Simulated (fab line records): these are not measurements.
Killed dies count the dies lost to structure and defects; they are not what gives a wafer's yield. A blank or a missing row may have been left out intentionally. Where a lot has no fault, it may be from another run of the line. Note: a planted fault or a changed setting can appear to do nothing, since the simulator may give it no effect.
The same fault as seen by 2 desks | flow gf180mcu | what lay behind the numbers comes last; until then each desk has only its own

THE METROLOGY DESK
Means of the sampled wafers that have a number, per lot and without regard to the tool the lot ran on: this is what the gauges read. Any lot whose mean is over 4 standard deviations away from the usual mean is out of limits and marked OUT; that distance is given in the brackets. Only the readings that lie furthest out on some lot appear, 7 of the 12 it has.
Columns: A = HV_LDD_4_TW at GF_HV_LDD_TW_MEAS_50, usual 571; B = HV_LDD_RS at GF_HV_LDD_RS_MEAS_53, usual 418.8 ohm/sq; C = HV_LDD_CVD_54_THK at GF_HV_LDD_THK_MEAS_55, usual 9.96 nm; D = cd_nm at GF_NSD_CD_MEAS_07, usual 400.7 nm; E = NSD_TW at GF_NSD_TW_MEAS_12, usual 4284; F = cd_nm at GF_PSD_CD_MEAS_07, usual 400.4 nm; G = PSD_OVL at GF_PSD_OVL_MEAS_08, usual -0.3 nm
lot  | first seen here | A   | B     | C     | D     | E    | F     | G
L632 | day 13 01:31    | 562 | 419.2 | 10.07 | 402.4 | 4278 | 401.5 | 0.4
L634 | day 13 19:16    | 579 | 419.2 | 10.01 | 400.5 | 4281 | 404.5 | -0.6
L643 | day 16 23:55    | 575 | 420.8 | 10.10 | 401.9 | 4305 | 401.3 | -0.3
L646 | day 17 18:33    | 558 | 418.8 | 10.00 | 395.5 | 4257 | 398.2 | 1.6
L653 | day 20 02:12    | 573 | 418.4 | 9.64  | 403.4 | 4266 | 402.8 | -1.8
This desk found nothing out of limits on any of the 5 lots.

DESK OF THE TOOL OWNER: rie_diel-02
The tool's own readings at GF_HV_LDD_ETCHBACK_58 (etches Si3N4 in CH3F/O2, stops on SiO2, time 100 s, target depth 90 nm): means of the sampled wafers that have a number, for each lot that ran on this tool. Any lot whose mean is over 4 standard deviations away from the usual mean is out of limits and marked OUT; that distance is given in the brackets.
Columns: A = drypump_motor_current_A at GF_HV_LDD_ETCHBACK_58, usual 5.6 A; B = oes_product_au at GF_HV_LDD_ETCHBACK_58, usual 0.841 a.u.; C = run_length_s at GF_HV_LDD_ETCHBACK_58, usual 128.4 s; D = throttle_valve_pct at GF_HV_LDD_ETCHBACK_58, usual 10.562 %
lot  | first seen here | A   | B                | C               | D
L632 | day 13 04:47    | 5.8 | 0.841            | 128.2           | 10.553
L643 | day 17 03:13    | 5.9 | 0.897 (+8.7) OUT | 122.0 (-14) OUT | 10.582
This desk's verdict: out of limits on L643, starting with L643 at day 17 03:13 (oes_product_au at GF_HV_LDD_ETCHBACK_58). L632 stayed within limits.

BROUGHT TOGETHER
At day 17 03:13, on L643, the tool owner's desk was in a position to raise an alarm.
At the metrology desk, nothing out of limits was observed.
The metrology desk has L643 on record, within its limits.
The lots listed all ran GF_HV_LDD_ETCHBACK_58 on rie_diel-02.

WHAT THE SIMULATOR HAD PUT IN
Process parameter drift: rie_diel-02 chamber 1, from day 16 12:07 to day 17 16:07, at GF_HV_LDD_ETCHBACK_58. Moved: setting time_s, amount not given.
Shown lots that were struck: L643.
Delay in hours, fault start to first out-of-limits reading, by desk: the tool owner's desk at 15.
